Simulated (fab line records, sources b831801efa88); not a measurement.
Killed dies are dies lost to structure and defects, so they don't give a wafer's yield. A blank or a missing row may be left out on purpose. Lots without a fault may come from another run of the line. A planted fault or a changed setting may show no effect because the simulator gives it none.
fab line records | flow sfq_line
record lots=6 wafers=18 last_day=86
route steps=325 shown M3@122 I3@133
lots that met no fault: from a run of the same line without faults
start_h: hours from the record's first day to the start of the lot's first wafer shown | wait_h: hours since the lot's step before | " the same as in the row above | L1.1+2: a row that stands for several wafers | - no value, or no start given | * or withheld: withheld | < > ~ a bound
route shown NAME@n: a module of which the file shows steps, and the number in the route of the first | usual: mean/standard deviation of fault-free wafers | same: alike in all rows | chamber/n: place in a boat | sites: the reading at each site | _std_site: their standard deviation | _edge_site: outer sites' mean less inner sites' | radius_mm: how far each site lies from the wafer's centre | mask NAME#n: copy n | behind: the tool/chamber that last shaped the wafer | hold: why the lot was held/for how many hours/how that ended | device: the transistor (n, p or np) that didn't switch | end of line: the same wafers' tests at the end of the route | a step without rows: its recipe alone | killed: dies lost to structure and defects at the first sort, not the wafer's yield | map: a wafer's dies, x killed, . not, _ none there
set.NAME: the setting as run; set.NAME@STEP: as run at that earlier step | model.NAME: the simulator's own value behind a step, which no gauge read
lots at some steps of the route; a table a step, a row a wafer
services: from which hour (start_h, from the record's first day; less than 0 if before it) a tool's chamber was out of use, for how many hours, and why
## steps
# step SFQ_TRILAYER_M3_LITHO_COAT_080
# recipe resist=BARC spin_rpm=3000 resist_thk_nm=62
# step SFQ_TRILAYER_M3_LITHO_COAT_075
# recipe resist=KrF spin_rpm=3000 resist_thk_nm=600
# step SFQ_TRILAYER_M3_LITHO_SOFTBAKE_079
# recipe temp_c=withheld time_s=withheld resist=KrF
# step SFQ_TRILAYER_M3_LITHO_EXPOSE_076
# recipe mask_id=M3 na=0.6 source_shape=conventional sigma_outer=0.65 target_cd_nm=500 dose_mj=14.4
# step SFQ_TRILAYER_M3_LITHO_PEB_078
# recipe peb_temp_c=115 peb_time_s=60 resist=KrF
# step SFQ_TRILAYER_M3_LITHO_DEVELOP_077
# recipe time_s=60 resist=KrF
# step SFQ_M3_OVL_MEAS_921
# usual M3_OVL=1/5.5
# columns lot.wafer tool chamber start_h wait_h M3_OVL[nm]
L163.1 overlay-02 - 612.72 0.1 3
L163.3 " - " " -4
L163.4 " - " " 7
L164.1 overlay-01 - 618.21 0.1 2
L164.2 " - " " -3
L164.5 " - " " 1
L176.2 overlay-01 - 912.85 0.1 -4
L176.4 " - " " -1
L176.5 " - " " 8
L179.2 overlay-02 - 921.25 0.1 3
L179.3 " - " " -6
L179.6 " - " " 4
L180.2 overlay-01 - 923.65 0.1 6
L180.4 " - " " 7
L180.5 " - " " 2
L181.1 overlay-01 - 928.45 0.1 5
L181.2 " - " " 4
L181.6 " - " " 1
# step SFQ_TRILAYER_M3_BARC_OPEN_METAL_ETCH_100
# recipe mask_material=PR chemistry=O2 target_depth_nm=125 target=BARC icp_w=600 bias_w=80 pressure_mtorr=10 time_s=41.7
# usual drypump_motor_current_A=5.39/0.28 he_backside_leak_sccm=3.5/0.37 oes_product_au=0.684/0.0049
# columns lot.wafer tool chamber start_h wait_h drypump_motor_current_A he_backside_leak_sccm oes_product_au rf_hours_counter_h
L163.1 rie_metal-02 0 612.75 0.0 5.51 3.5 0.691 69
L163.3 " 0 " " 5.49 3.1 0.688 -
L163.4 " 1 " " 5.70 3.5 0.688 -
L164.1 rie_metal-04 1 618.25 0.0 5.45 3.6 0.684 101
L164.2 " 1 " " 5.45 3.6 0.695 -
L164.5 " 1 " " 5.44 3.6 0.690 -
L176.2 rie_metal-02 1 912.88 0.0 5.69 3.3 0.677 150
L176.4 " 1 " " 5.68 3.0 0.680 -
L176.5 " 1 " " 5.66 3.3 0.690 -
L179.2 rie_metal-04 0 921.28 0.0 4.88 3.5 0.680 48
L179.3 " 1 " " 5.47 6.0 0.678 -
L179.6 " 0 " " 4.87 3.4 0.689 -
L180.2 rie_metal-02 1 923.68 0.0 5.66 3.4 0.684 152
L180.4 " 0 " " 5.46 3.4 0.686 -
L180.5 " 0 " " 5.47 3.6 0.683 -
L181.1 rie_metal-04 1 928.48 0.0 5.45 3.5 0.679 147
L181.2 " 0 " " 4.87 3.3 0.680 49
L181.6 " 1 " " 5.45 3.5 0.679 -
# step SFQ_TRILAYER_M3_ETCH_METAL_ETCH_078
# recipe target=Nb stop_on=SiO2 mask_material=PR chemistry=Cl2/Ar target_depth_nm=240 icp_w=600 bias_w=80 pressure_mtorr=10 time_s=120
# usual drypump_motor_current_A=5.39/0.28 he_backside_leak_sccm=3.51/0.19 oes_product_au=0.893/0.0074
# columns lot.wafer tool chamber start_h wait_h drypump_motor_current_A he_backside_leak_sccm oes_product_au rf_hours_counter_h
L163.1 rie_metal-02 0 612.81 0.0 5.45 3.30 0.879 69
L163.3 " 0 " " 5.45 3.37 0.883 -
L163.4 " 1 " " 5.64 3.50 0.889 -
L164.1 rie_metal-04 1 618.37 0.1 5.46 3.53 0.894 101
L164.2 " 1 " " 5.46 3.43 0.891 -
L164.5 " 1 " " 5.45 3.53 0.894 -
L176.2 rie_metal-02 1 912.94 0.0 5.66 3.58 0.902 150
L176.4 " 1 " " 5.64 3.99 0.906 -
L176.5 " 1 " " 5.65 3.83 0.901 -
L179.2 rie_metal-04 0 921.34 0.0 4.88 3.50 0.881 48
L179.3 " 1 " " 5.45 3.72 0.892 -
L179.6 " 0 " " 4.90 3.46 0.885 -
L180.2 rie_metal-02 1 923.74 0.0 5.68 3.49 0.910 152
L180.4 " 0 " " 5.47 3.41 0.890 -
L180.5 " 0 " " 5.47 3.45 0.891 -
L181.1 rie_metal-04 1 928.54 0.0 5.46 3.76 0.880 147
L181.2 " 0 " " 4.88 3.35 0.885 49
L181.6 " 1 " " 5.46 3.84 0.891 -
# step SFQ_TRILAYER_M3_STRIP_STRIP_079
# recipe gas=O2 power_w=200 platen_temp_c=40 overash_fraction=0.65 chemistry=O2 pressure_mtorr=50
# usual drypump_motor_current_A=5.40/0.28 he_backside_leak_sccm=3.47/0.19 oes_product_au=0.995/0.0066
# columns lot.wafer tool chamber start_h wait_h drypump_motor_current_A he_backside_leak_sccm oes_product_au rf_hours_counter_h
L163.1 rie_metal-02 0 612.94 0.1 5.46 3.11 0.999 69
L163.3 " 0 " " 5.51 3.37 1.002 -
L163.4 " 1 " " 5.68 3.67 0.993 -
L164.1 rie_metal-04 1 618.62 0.2 5.44 3.65 0.984 101
L164.2 " 1 " " 5.46 3.56 0.974 -
L164.5 " 1 " " 5.47 3.66 0.999 -
L176.2 rie_metal-02 1 913.07 0.1 5.69 3.86 0.990 150
L176.4 " 1 " " 5.68 3.74 1.004 -
L176.5 " 1 " " 5.68 3.71 0.986 -
L179.2 rie_metal-04 0 921.47 0.1 4.88 3.50 1.005 48
L179.3 " 1 " " 5.47 3.73 0.996 -
L179.6 " 0 " " 4.86 3.43 0.996 -
L180.2 rie_metal-02 1 923.87 0.1 5.68 3.96 0.998 152
L180.4 " 0 " " 5.47 3.57 1.000 -
L180.5 " 0 " " 5.49 3.37 0.990 -
L181.1 rie_metal-04 1 928.67 0.1 5.45 3.64 1.000 147
L181.2 " 0 " " 4.83 3.54 1.004 49
L181.6 " 1 " " 5.46 3.74 0.998 -
# step SFQ_TRILAYER_M3_STRIP_SOLV_CLEAN_080
# recipe chemistry=NMP temp_c=70 time_s=600
# step SFQ_TRILAYER_I3_DEP_PECVD_081
# recipe material=SiO2 temp_c=150 time_s=111.11 pressure_torr=2.4 rf_w=183.3 precursor=SiH4/N2O target_thk_nm=500
# usual heater_power_outer_w=35/14 heater_power_w=95/22 rf_fwd_power_W=182.3/0.6 showerhead_vpp_V=820/45 throttle_valve_pct=25.2/2
# columns lot.wafer tool chamber start_h wait_h heater_power_outer_w heater_power_w rf_fwd_power_W showerhead_vpp_V since_wet_clean_h throttle_valve_pct model.SiO2_of_TRILAYER_I3_DEP_PECVD_081.thk_nm
L163.1 pecvd-03 0 613.89 0.0 41 102 182.2 752 775 24.3 493.2
L163.3 " 2 " " 63 131 182.3 826 775 23.7 500
L163.4 " 0 " " 29 82 183.0 765 - 24.2 508
L164.1 pecvd-02 2 619.99 0.0 14 68 181.8 906 42 23.5 497.8
L164.2 " 1 " " 30 84 182.1 830 42 21.5 499.1
L164.5 " 2 " " 18 71 182.5 914 - 23.0 506.7
L176.2 pecvd-03 1 913.84 0.0 11 55 255.7 974 1075 27.8 548.8
L176.4 " 0 " " 22 76 255.9 881 - 24.8 560.9
L176.5 " 1 " " 0 40 255.3 952 - 27.7 558.1
L179.2 pecvd-03 1 922.24 0.0 4 47 255.3 967 1084 27.8 538.4
L179.3 " 2 " " 41 101 255.0 978 1084 24.4 546.6
L179.6 " 0 " " 21 76 256.6 877 - 24.9 552.5
L180.2 pecvd-02 2 924.64 0.0 17 73 181.8 905 347 24.0 487.9
L180.4 " 1 " " 20 71 182.4 832 - 22.1 499.2
L180.5 " 2 " " 20 76 181.6 916 - 24.5 497.8
L181.1 pecvd-04 1 929.44 0.0 42 110 182.4 810 1474 24.8 493.4
L181.2 " 2 " " 47 124 183.4 815 1474 28.2 493.2
L181.6 " 1 " " 28 91 182.1 816 - 24.8 500.8
# step SFQ_TRILAYER_I3_CMP_CMP_082
# recipe material=SiO2 down_force_psi=3 platen_rpm=60 pad_velocity_m_s=0.94248
# usual motor_current_A=9.9/0.96 retaining_ring_pressure_frac=1.000/0.0046 time_to_endpoint_s=213/7.3
# columns lot.wafer tool chamber start_h wait_h motor_current_A retaining_ring_pressure_frac time_to_endpoint_s
L163.1 cmp-02 3 655.13 41.2 12.2 1.000 208
L163.4 " 0 " " 9.9 1.001 220
L163.3 " 1 " " 10.0 1.006 210
L164.2 cmp-02 2 658.13 38.1 9.4 0.993 213
L164.1 " 1 659.63 39.6 10.0 1.002 213
L164.5 " 2 " " 9.8 0.989 215
L176.4 cmp-01 1 914.42 0.5 9.6 1.001 255
L176.2 " 3 915.42 1.5 8.4 1.001 245
L176.5 " 1 916.42 2.5 9.0 1.003 250
L179.2 cmp-02 2 923.72 1.4 9.8 0.997 240
L179.3 " 3 " " 11.4 1.007 246
L179.6 " 0 " " 9.3 1.000 245
L180.2 cmp-02 0 926.22 1.5 9.5 1.002 199
L180.4 " 1 " " 9.9 0.997 212
L180.5 " 0 928.22 3.5 9.9 0.998 203
L181.2 cmp-02 0 929.52 0.0 9.8 1.013 202
L181.1 " 3 931.02 1.5 11.4 0.996 207
L181.6 " 0 " " 9.9 1.002 201
# step SFQ_I3_BOW_MEAS_922
# recipe mode=bow
# usual I3_BOW=2/9.1
# columns lot.wafer tool chamber start_h wait_h I3_BOW[um]
L163.1 film_metro-01 - 658.13 2.5 5
L163.3 " - " " 8
L163.4 " - " " 4
L164.1 film_metro-02 - 661.13 1.0 -2
L164.2 " - " " 8
L164.5 " - " " 16
L176.2 film_metro-01 - 916.94 1.0 3
L176.4 " - " " 17
L176.5 " - " " 0
L179.2 film_metro-04 - 925.74 1.5 9
L179.3 " - " " 18
L179.6 " - " " 3
L180.2 film_metro-02 - 928.74 2.0 7
L180.4 " - " " 4
L180.5 " - " " 5
L181.1 film_metro-04 - 932.52 1.0 7
L181.2 " - " " -7
L181.6 " - " " -5
## services
# columns tool chamber start_h hours kind
rie_metal-04 0 602.31 - clean
cmp-02 - 637.75 1.0 repair
rie_metal-04 1 646.70 8.3 repair
cmp-01 - 656.84 1.0 repair
pecvd-04 - 657.33 14.6 pm
rie_metal-04 1 663.43 10.3 repair
pecvd-02 - 690.83 1.4 repair
cmp-01 - 703.37 5.0 repair
pecvd-03 2 705.62 16.7 repair
cmp-01 - 711.41 5.7 pm
pecvd-02 2 724.14 12.9 repair
cmp-01 - 726.12 6.9 pm
cmp-01 - 746.58 3.3 repair
cmp-01 - 749.60 2.0 repair
cmp-01 - 751.62 4.0 pm
cmp-02 - 752.81 1.8 repair
pecvd-02 - 763.51 6.0 pm
cmp-02 - 793.04 1.1 repair
cmp-01 - 841.28 1.8 repair
cmp-02 - 846.71 3.7 pm
pecvd-02 0 854.93 3.4 repair
cmp-02 - 915.72 4.0 pm
pecvd-02 2 919.10 3.4 repair
cmp-01 - 928.76 4.7 repair
## key
first_sign step=SFQ_TRILAYER_I3_DEP_PECVD_081 reading=rf_fwd_power_W direction=up sigmas=99+ usual=182.3 struck=255.6
effect step=SFQ_TRILAYER_I3_DEP_PECVD_081 reading=showerhead_vpp_V direction=up sigmas=2.7 usual=820 struck=938
effect step=SFQ_TRILAYER_I3_CMP_CMP_082 reading=time_to_endpoint_s direction=up sigmas=4.5 usual=* struck=*
model_effect step=SFQ_TRILAYER_I3_DEP_PECVD_081 value=SiO2_of_TRILAYER_I3_DEP_PECVD_081.thk_nm without=497.8 struck=550.9
met_at SFQ_TRILAYER_I3_DEP_PECVD_081
struck_wafers L176.2,L176.4,L176.5,L179.2,L179.3,L179.6
onset_between 613.89 913.84
fault kind=process_parameter_drift tool=pecvd-03 chamber=- onset_h=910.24 steps=SFQ_TRILAYER_I3_DEP_PECVD_081 channel=rf_w offset=73.32 shape=step end_h=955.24 acts_in=these_recipes_only stated=183.3
